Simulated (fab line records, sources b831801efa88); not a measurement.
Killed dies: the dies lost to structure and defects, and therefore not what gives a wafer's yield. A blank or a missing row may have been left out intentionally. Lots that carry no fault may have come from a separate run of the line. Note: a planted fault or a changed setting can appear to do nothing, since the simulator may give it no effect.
Which tool is to blame?	flow gf180mcu	6 lots, 18 wafers sampled, at 3 steps of a route of 602

## WHAT THE GAUGES READ, wafer by wafer
GF_POLY_GATE_OVL_MEAS_11.
lot	measured	on	POLY_GATE_OVL (nm)
L424	day 9 13:43	overlay-01	1 6 3
L427	day 10 12:34	overlay-01	-2 -6 1
L429	day 11 02:43	overlay-01	-5 0 -4
L431	day 11 20:05	overlay-01	0 -1 2
L437	day 13 11:53	overlay-02	0 4 -3
L443	day 15 06:55	overlay-01	-4 0 4

## TOOL THAT RAN EACH LOT (tool first, then ch and the chambers of the sampled wafers, then the start)
lot	GF_LVPWELL_STRIP_10	GF_VT_IMPLANT_RTA_45
L424	plasmaAsher-03 ch 0,1, day 4 03:30	rtpAnneal-02 ch 0, day 7 21:29
L427	plasmaAsher-04 ch 0,1, day 4 20:51	rtpAnneal-01 ch 0, day 8 19:53
L429	plasmaAsher-03 ch 0,1, day 5 07:57	rtpAnneal-02 ch 0, day 9 08:24
L431	plasmaAsher-04 ch 0,1, day 5 20:59	rtpAnneal-01 ch 0, day 10 00:04
L437	plasmaAsher-02 ch 0,1, day 7 02:49	rtpAnneal-02 ch 0, day 11 12:14
L443	plasmaAsher-04 ch 0,1, day 8 13:30	rtpAnneal-02 ch 0, day 13 06:50
- GF_LVPWELL_STRIP_10: strips in O2/N2.
- GF_VT_IMPLANT_RTA_45: time 30 s.

## THE ANSWER, worked out from the rows above alone
Rule: what is usual is taken from the lots themselves. The widest of any qualifying gaps counts: lots, ordered by their means at a reading, are off when they make up no more than a third of the lots, leave a main group of 4 or more, and stand apart from it by 3 or more times the standard deviation of that group's means. The tables above print the reading to a certain number of digits; a main group whose means all agree to those digits is not used. Also off: a lot with no number at a reading for which 4 or more lots have one. Any other lot the step has rows for is counted as sound.
No lot is off on any of the readings shown, so nothing can be concluded from this.

## WHAT HAD BEEN PUT IN BY THE SIMULATOR
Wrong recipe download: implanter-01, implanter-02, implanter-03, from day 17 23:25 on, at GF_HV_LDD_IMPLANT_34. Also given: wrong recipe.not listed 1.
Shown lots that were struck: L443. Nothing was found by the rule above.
